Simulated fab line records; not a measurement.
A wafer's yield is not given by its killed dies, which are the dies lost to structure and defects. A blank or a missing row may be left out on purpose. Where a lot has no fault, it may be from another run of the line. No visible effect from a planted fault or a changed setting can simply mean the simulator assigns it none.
Problem report, 8D (eight disciplines) form, completed by code ; flow sky130 ; the parts of the form that need people (team, actions taken, sign-off) are left out

== 1. WHAT IS WRONG ==
Wafers free of any fault read 0.339 ohm/sq (standard deviation 0.004) for CONTACT_W_RS at SKY_CONTACT_RS_MEAS_25, against a mean of 1.080 ohm/sq on 6 wafers of 2 lots. So: +99 or more standard deviations from the usual mean.
The step: measures by four-point-probe.
The first sign was on wafer L801.1 at day 37 22:31, on filmMetro-01. The record has a number at this step for 33 wafers belonging to 11 lots. The rule behind "out" and "out of limits": a value lying over 4 standard deviations away from the usual mean. The other wafers with a number count as sound.

== 2. WHAT IT IS AND WHAT IT IS NOT ==
question;is;is not
which readings at this step;CONTACT_W_RS;-
which lots;L801, L802;L781, L783, L785, L786, L787, L789, L790, L793, L797
which wafers of those lots;all that have a number;-
read on which gauges;filmMetro-01, filmMetro-03;filmMetro-02
when;from day 37 22:31;up to then (27 sound wafers)

== 3. THE SUSPECTS, EACH WITH WHAT RULES IT OUT ==
Counting: a tool at a process step up to the reading stays a suspect if it ran every lot that is out and no sound lot after the first of them.
- the gauge at SKY_CONTACT_RS_MEAS_25: ruled out. The wafers that are out were read on 2 gauges (filmMetro-01, filmMetro-03).
- cvdW-02 at SKY_CONTACT_CVD_24 (deposits W, target thk 340 nm, time 102.12 s): kept. Every lot that is out went through it, starting with L801 (day 37 22:25), and after that it ran no sound lot; the last sound lot it ran before then is L797 (day 37 08:57).
Left after counting: cvdW-02 at SKY_CONTACT_CVD_24.

== 4. THE CAUSE (what the simulator had put in) ==
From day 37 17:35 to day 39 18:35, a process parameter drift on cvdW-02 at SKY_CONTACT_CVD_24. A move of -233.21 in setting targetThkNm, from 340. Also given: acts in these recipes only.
This tool alone remained once counting was done.

== 5. THE EFFECT CHAIN, in route order ==
Each row: a reading where the mean over the struck wafers with a number is more than 3 standard deviations away from the usual. Only readings for which the record gives a usual standard deviation are gone through. hours: the time from each lot's start at the first step in this table that gives one to its start at this step, as a median over the lots. sigmas: the change in usual standard deviations.
hours;step;reading;usual;on struck wafers;change;sigmas
0;SKY_CONTACT_RS_MEAS_25;CONTACT_W_RS;0.339 ohm/sq;1.080;+0.741;+99 or more
0;SKY_CONTACT_THK_MEAS_26;CONTACT_W_THK;347 nm;110;-237;-42
0;SKY_CONTACT_CMP_27;timeToEndpointS;82 s;27;-55;-18
The process steps in it:
- SKY_CONTACT_CMP_27: polishes, stops on SiO2, t overpolish 15 s, target thk 0 nm.

== 6. HOW IT WOULD HAVE BEEN CAUGHT EARLIER ==
The first out-of-limits reading at a measuring or inspecting step in this record came at day 37 22:31, 5 hours after the fault's start at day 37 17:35.
An alarm limit of 4 standard deviations would not have fired on the tool readings at SKY_CONTACT_CVD_24 for which the record gives a usual standard deviation, since none of them was out on any struck wafer.
Of the lots that are out (2), L802 began SKY_CONTACT_CVD_24 on cvdW-02 after day 37 22:31. Holding the tool at that time would have saved it.
